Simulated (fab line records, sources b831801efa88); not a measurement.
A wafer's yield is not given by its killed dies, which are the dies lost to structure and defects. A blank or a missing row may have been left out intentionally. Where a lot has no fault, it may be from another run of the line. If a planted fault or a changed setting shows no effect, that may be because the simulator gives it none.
Matching of chambers ; flow gf180mcu ; cmp-02 running GF_V1_CMP_04: 4 sister chambers
The step polishes SiO2. 8 wafers are shown with their chamber, then 6 later ones without.

WAFERS, EACH WITH ITS CHAMBER
wafer;chamber;motor-current-A (A);slurry-filter-dp-kPa (kPa)
L563.4;3;10.5;13.24
L568.2;1;11.5;13.72
L576.1;2;13.4;13.46
L576.2;0;11.7;13.55
L576.5;0;12.1;13.47
L577.1;1;11.8;13.38
L577.2;3;11.1;13.60
L577.3;2;12.8;13.48

WAFERS WITH NO CHAMBER GIVEN
wafer;motor-current-A (A);slurry-filter-dp-kPa (kPa)
L579.3;11.7;13.42
L579.4;10.7;13.42
L579.5;13.1;13.40
L582.2;13.0;13.50
L582.3;11.4;13.52
L582.6;10.8;13.22

WHICH CHAMBER EACH WENT THROUGH
wafer;from the rows above;in truth
L579.3;can't be placed: 1 or 0 or 3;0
L579.4;3;3
L579.5;2;2
L582.2;2;2
L582.3;can't be placed: 1 or 0 or 3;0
L582.6;can't be placed: 3 or 1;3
Correctly placed: 3 of 6. Cannot be placed on the basis of these rows: 3; the candidates contain the true chamber in 3. 0 placed wrongly.
How it was worked out, from the rows above alone: a wafer's distance from a chamber is the root of the sum, over the readings, of the square of ((its reading less the chamber's mean) divided by the reading's scatter). If the next closest chamber is less than 2 further off than the closest, the wafer can't be placed; otherwise it belongs to the closest. The mean given for a chamber averages the wafers shown for that chamber. The scatter: take each reading less its chamber's mean, square it, sum over the shown wafers, divide by the number of wafers less the number of chambers, and take the root.
